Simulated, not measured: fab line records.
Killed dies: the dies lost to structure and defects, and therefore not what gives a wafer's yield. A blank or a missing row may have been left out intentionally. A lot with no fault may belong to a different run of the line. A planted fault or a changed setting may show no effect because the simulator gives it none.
A single fault, viewed from 2 desks :: flow sky130 :: what lay behind the numbers comes last; until then each desk has only its own

## THE TOOL OWNER'S DESK: implanter-02
SKY_LDD_N_IMPLANT_14, tool's own readings: per-lot mean of the sampled wafers with a number, covering each lot this tool ran. Marked OUT: a lot whose mean sits more than 4 standard deviations from the usual mean, which makes it out of limits; the brackets give that distance.
Columns: A = doseIonsCm2 at SKY_LDD_N_IMPLANT_14, usual 5e+12; B = faradayCurrentUA at SKY_LDD_N_IMPLANT_14, usual 28.2
lot: L208
first seen here: day 17 07:40
A: 5e+12
B: 28.6

lot: L210
first seen here: day 17 22:51
A: 5e+12
B: 28.2

lot: L216
first seen here: day 20 16:13
A: 5e+12
B: 29.0

lot: L221
first seen here: day 22 18:08
A: 7e+12 (+99 or more) OUT
B: 40.6 (+21) OUT

lot: L222
first seen here: day 23 00:23
A: 7e+12 (+99 or more) OUT
B: 40.0 (+20) OUT

lot: L231
first seen here: day 25 13:29
A: 5e+12
B: 27.9
This desk finds L221, L222 out of limits, L221 being first, at day 22 18:08 (doseIonsCm2 at SKY_LDD_N_IMPLANT_14). L208, L210, L216, L231: within limits.

## AT THE METROLOGY DESK
What the gauges read, lot by lot, whatever tool the lot ran on: means of the sampled wafers that have a number. Marked OUT: a lot whose mean sits more than 4 standard deviations from the usual mean, which makes it out of limits; the brackets give that distance.
Columns: A = cdNm at SKY_VT_ADJUST_HVTR_CD_MEAS_07, usual 379.4 nm; B = SONOS_TUNNEL_TW at SKY_SONOS_TUNNEL_TW_MEAS_12, usual 198.4; C = SONOS_ONO_OVL at SKY_SONOS_ONO_OVL_MEAS_14, usual 0.8 nm
lot: L208
first seen here: day 9 13:10
A: 381.1
B: 197.7
C: 1.3

lot: L209
first seen here: day 9 19:34
A: 378.8
B: 197.6
C: 1.1

lot: L210
first seen here: day 10 03:21
A: 379.7
B: 198.9
C: 1.0

lot: L213
first seen here: day 10 18:37
A: 380.5
B: 198.4
C: 1.0

lot: L214
first seen here: day 11 04:58
A: 377.7
B: 197.5
C: 0.0

lot: L215
first seen here: day 12 06:37
A: 377.3
B: 198.5
C: 2.1

lot: L216
first seen here: day 12 07:20
A: 382.2
B: 198.0
C: 0.1

lot: L218
first seen here: day 12 16:34
A: 378.2
B: 198.6
C: -1.3

lot: L221
first seen here: day 13 17:14
A: 380.9
B: 199.9
C: 3.4

lot: L222
first seen here: day 13 17:59
A: 383.9
B: 198.8
C: 1.7

lot: L225
first seen here: day 14 06:17
A: 375.9
B: 198.5
C: 1.9

lot: L228
first seen here: day 14 21:40
A: 377.2
B: 198.1
C: 2.5

lot: L229
first seen here: day 15 09:28
A: 378.6
B: 199.0
C: 2.7

lot: L231
first seen here: day 16 00:10
A: 380.1
B: 198.4
C: -2.6
This desk's verdict: no lot among the 14 shows anything out of limits.

## BROUGHT TOGETHER
The tool owner's desk could have raised an alarm at day 22 18:08, on L221, L222.
Metrology desk: nothing out of limits seen.
The metrology desk has L221, L222 on record, within its limits.
All the named lots went through SKY_LDD_N_IMPLANT_14 on implanter-02.

## WHAT WAS PUT IN BY THE SIMULATOR
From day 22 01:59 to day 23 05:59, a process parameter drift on implanter-02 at SKY_LDD_N_IMPLANT_14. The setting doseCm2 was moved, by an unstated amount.
Shown lots that were struck: L221, L222.
Hours from the fault's start to each desk's first reading out of limits: the tool owner's desk, 16.
